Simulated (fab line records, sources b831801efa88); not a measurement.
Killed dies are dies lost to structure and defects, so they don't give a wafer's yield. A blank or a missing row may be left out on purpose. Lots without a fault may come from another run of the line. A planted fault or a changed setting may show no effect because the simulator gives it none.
Which tool did it? | flow sky130 | 13 lots, 39 wafers sampled, at 6 steps of a route of 708

WHAT THE GAUGES READ, wafer by wafer
SKY_PWDE_OVL_MEAS_07. Usual: PWDE_OVL 0.2 nm, standard deviation 1.5.
lot  | measured    | on         | PWDE_OVL (nm)  | flag
L336 | day 3 21:43 | overlay-02 | -1.9 -1.9 -1.5 |
L337 | day 3 23:24 | overlay-02 | 0.2 1.3 -1.2   |
L342 | day 5 05:50 | overlay-01 | -0.8 -1.6 -0.9 |
L343 | day 5 14:47 | overlay-02 | - - -          | OFF
L344 | day 5 17:49 | overlay-01 | 0.3 -0.3 0.2   |
L345 | day 5 23:55 | overlay-01 | -1.2 -0.2 0.2  |
L353 | day 7 19:25 | overlay-02 | 1.5 -1.7 -0.4  |
L354 | day 8 00:32 | overlay-01 | -1.7 -1.1 -1.6 |
L355 | day 8 05:28 | overlay-01 | 0.4 1.6 -0.1   |
L356 | day 8 12:52 | overlay-01 | 1.8 1.5 2.9    |
L357 | day 8 18:38 | overlay-01 | -2.0 -0.7 0.2  |
L359 | day 9 06:25 | overlay-01 | 1.4 3.2 2.8    |
L358 | day 9 06:44 | overlay-02 | -1.1 0.7 0.9   |

SKY_PWDE_TW_MEAS_10. Usual: PWDE_TW 379, standard deviation 3.9.
lot  | measured    | on            | PWDE_TW     | flag
L336 | day 3 22:00 | film_metro-04 | 381 383 382 |
L337 | day 3 23:41 | film_metro-04 | 383 383 382 |
L342 | day 5 06:08 | film_metro-04 | 383 382 382 |
L343 | day 5 15:05 | film_metro-04 | 31 31 31    | OFF
L344 | day 5 18:09 | film_metro-04 | 383 382 383 |
L345 | day 6 00:12 | film_metro-01 | 376 376 377 |
L353 | day 7 19:42 | film_metro-01 | 377 375 376 |
L354 | day 8 00:49 | film_metro-01 | 375 376 378 |
L355 | day 8 05:46 | film_metro-04 | 382 382 384 |
L356 | day 8 13:09 | film_metro-02 | 374 375 371 |
L357 | day 8 18:55 | film_metro-04 | 384 382 383 |
L359 | day 9 06:43 | film_metro-04 | 382 383 383 |
L358 | day 9 07:02 | film_metro-01 | 377 377 377 |

SKY_VT_ADJUST_NCORE_TW_MEAS_11. Usual: VT_ADJUST_NCORE_TW 220.0, standard deviation 1.3.
lot  | measured     | on            | VT_ADJUST_NCORE_TW | flag
L336 | day 8 12:38  | film_metro-02 | 219.1 218.9 219.1  |
L337 | day 8 13:55  | film_metro-03 | 220.9 220.1 220.4  |
L342 | day 10 06:39 | film_metro-02 | 219.1 218.0 217.7  |
L343 | day 10 17:44 | film_metro-02 | 217.5 219.1 218.4  |
L344 | day 11 00:29 | film_metro-02 | 218.7 217.6 219.4  |
L345 | day 11 07:17 | film_metro-03 | 222.0 220.1 220.2  |
L353 | day 13 14:57 | film_metro-02 | 217.6 217.9 218.4  |
L354 | day 13 21:23 | film_metro-03 | 220.4 221.6 220.5  |
L355 | day 14 04:28 | film_metro-01 | 220.6 221.1 219.6  |
L356 | day 14 13:30 | film_metro-01 | 221.5 219.7 220.4  |
L357 | day 14 21:16 | film_metro-01 | 220.0 220.8 221.2  |
L359 | day 15 12:25 | film_metro-01 | 221.7 220.8 222.4  |
L358 | day 15 12:56 | film_metro-01 | 220.3 220.8 219.8  |

SKY_VT_ADJUST_HVTR_CD_MEAS_07: target cd 380 nm. Usual: cd_nm 381.5 nm, standard deviation 2.3.
lot  | measured     | on        | cd_nm (nm)        | flag
L336 | day 9 10:20  | cd_sem-01 | 379.5 378.0 377.3 |
L337 | day 9 11:08  | cd_sem-02 | 380.4 379.0 379.6 |
L342 | day 11 06:04 | cd_sem-02 | 379.7 380.5 379.0 |
L343 | day 11 16:37 | cd_sem-02 | 380.5 381.9 382.4 |
L344 | day 11 23:42 | cd_sem-02 | 385.1 382.0 382.4 |
L345 | day 12 07:22 | cd_sem-02 | 383.0 383.8 383.2 |
L353 | day 14 17:07 | cd_sem-02 | 381.3 383.2 382.0 |
L354 | day 14 23:41 | cd_sem-01 | 381.8 381.8 380.5 |
L355 | day 15 07:22 | cd_sem-01 | 381.2 382.2 383.9 |
L356 | day 15 16:38 | cd_sem-01 | 379.4 382.9 379.4 |
L357 | day 16 00:56 | cd_sem-01 | 381.4 381.7 381.4 |
L359 | day 16 16:05 | cd_sem-02 | 379.0 380.5 379.8 |
L358 | day 16 17:31 | cd_sem-02 | 376.4 376.2 380.4 |

WHICH TOOL RAN EACH LOT (tool, then ch and the chambers of the sampled wafers, then the start)
lot  | SKY_PWDE_EXPOSE_04                 | SKY_NWELL_STRIP_25
L336 | iline_stepper-01 ch 0, day 3 13:55 | plasma_asher-02 ch 0,1, day 5 08:07
L337 | iline_stepper-02 ch 0, day 3 15:53 | plasma_asher-02 ch 0,1, day 5 09:39
L342 | iline_stepper-01 ch 0, day 4 21:56 | plasma_asher-04 ch 0, day 6 19:13
L343 | iline_stepper-01 ch 0, day 5 06:09 | plasma_asher-03 ch 0,1, day 7 04:45
L344 | iline_stepper-01 ch 0, day 5 09:21 | plasma_asher-03 ch 0,1, day 7 08:13
L345 | iline_stepper-01 ch 0, day 5 14:52 | plasma_asher-04 ch 0,1, day 7 15:07
L353 | iline_stepper-01 ch 0, day 7 10:19 | plasma_asher-02 ch 1, day 9 14:13
L354 | iline_stepper-01 ch 0, day 7 15:35 | plasma_asher-04 ch 0,1, day 9 20:01
L355 | iline_stepper-02 ch 0, day 7 19:29 | plasma_asher-04 ch 0,1, day 10 01:26
L356 | iline_stepper-02 ch 0, day 8 02:58 | plasma_asher-04 ch 0, day 10 10:32
L357 | iline_stepper-02 ch 0, day 8 08:51 | plasma_asher-02 ch 0,1, day 10 15:43
L359 | iline_stepper-01 ch 0, day 8 19:47 | plasma_asher-02 ch 0,1, day 11 05:14
L358 | iline_stepper-01 ch 0, day 8 20:17 | plasma_asher-03 ch 0,1, day 11 05:58
- SKY_PWDE_EXPOSE_04: exposes mask PWDEM, target cd 840 nm.
- SKY_NWELL_STRIP_25: strips in O2/N2.

WHAT THE TOOLS THEMSELVES READ (means of the sampled wafers that have a number; where no wafer has one, the mark that the record gives instead)
SKY_PWDE_EXPOSE_04. Usual: stage_vel_mm_s 499.93 mm/s, standard deviation 0.27.
lot  | tool             | stage_vel_mm_s (mm/s) | flag
L336 | iline_stepper-01 | 499.94                |
L337 | iline_stepper-02 | 499.77                |
L342 | iline_stepper-01 | 499.76                |
L343 | iline_stepper-01 | 500.47                |
L344 | iline_stepper-01 | 500.01                |
L345 | iline_stepper-01 | 500.33                |
L353 | iline_stepper-01 | 499.98                |
L354 | iline_stepper-01 | 499.79                |
L355 | iline_stepper-02 | 499.66                |
L356 | iline_stepper-02 | 499.81                |
L357 | iline_stepper-02 | 500.07                |
L359 | iline_stepper-01 | 500.24                |
L358 | iline_stepper-01 | 499.86                |

SKY_NWELL_STRIP_25. Usual: drypump_motor_current_A 5.68 A, standard deviation 0.26; oes_product_au 0.723 a.u., standard deviation 0.0043; strip_time_to_endpoint_s 36.86 s, standard deviation 0.095.
lot  | tool            | drypump_motor_current_A (A) | oes_product_au (a.u.) | strip_time_to_endpoint_s (s) | flag
L336 | plasma_asher-02 | 5.82                        | 0.723                 | 36.87                        |
L337 | plasma_asher-02 | 5.54                        | 0.722                 | 36.95                        |
L342 | plasma_asher-04 | 5.84                        | 0.724                 | 36.79                        |
L343 | plasma_asher-03 | 5.68                        | 0.723                 | 36.95                        |
L344 | plasma_asher-03 | 5.70                        | 0.724                 | 36.81                        |
L345 | plasma_asher-04 | 5.72                        | 0.721                 | 36.86                        |
L353 | plasma_asher-02 | 6.10                        | 0.718                 | 36.97                        |
L354 | plasma_asher-04 | 5.75                        | 0.725                 | 36.79                        |
L355 | plasma_asher-04 | 5.72                        | 0.718                 | 36.88                        |
L356 | plasma_asher-04 | 5.84                        | 0.718                 | 36.89                        |
L357 | plasma_asher-02 | 5.80                        | 0.722                 | 36.95                        |
L359 | plasma_asher-02 | 5.52                        | 0.723                 | 36.90                        |
L358 | plasma_asher-03 | 5.70                        | 0.725                 | 37.05                        |

THE ANSWER, worked out from the rows above alone
Rule: a lot is off if the mean of its wafers that have a number lies more than 3 standard deviations from the usual mean. A lot without any number at a reading at which 4 lots or more have one is off too. The other lots that the step has rows for count as sound. The gauges are gone through in route order, then the tools' own readings, and for those a lot's mean is taken as printed above. The first step at which some lot is off is used, and at that step the reading that is off furthest; a lot without a number counts as furthest.
Off: L343, at SKY_PWDE_OVL_MEAS_07 (PWDE_OVL). Without a number there: L343.
A tool fits if, at a process step before that reading, it ran every lot that is off, and no sound lot after the first of them. The gauges at SKY_PWDE_OVL_MEAS_07 aren't tried: what is off there is off at SKY_PWDE_TW_MEAS_10 too, on other tools, and a gauge's error can't cause that. None of those tried fits.

WHAT THE SIMULATOR HAD PUT IN
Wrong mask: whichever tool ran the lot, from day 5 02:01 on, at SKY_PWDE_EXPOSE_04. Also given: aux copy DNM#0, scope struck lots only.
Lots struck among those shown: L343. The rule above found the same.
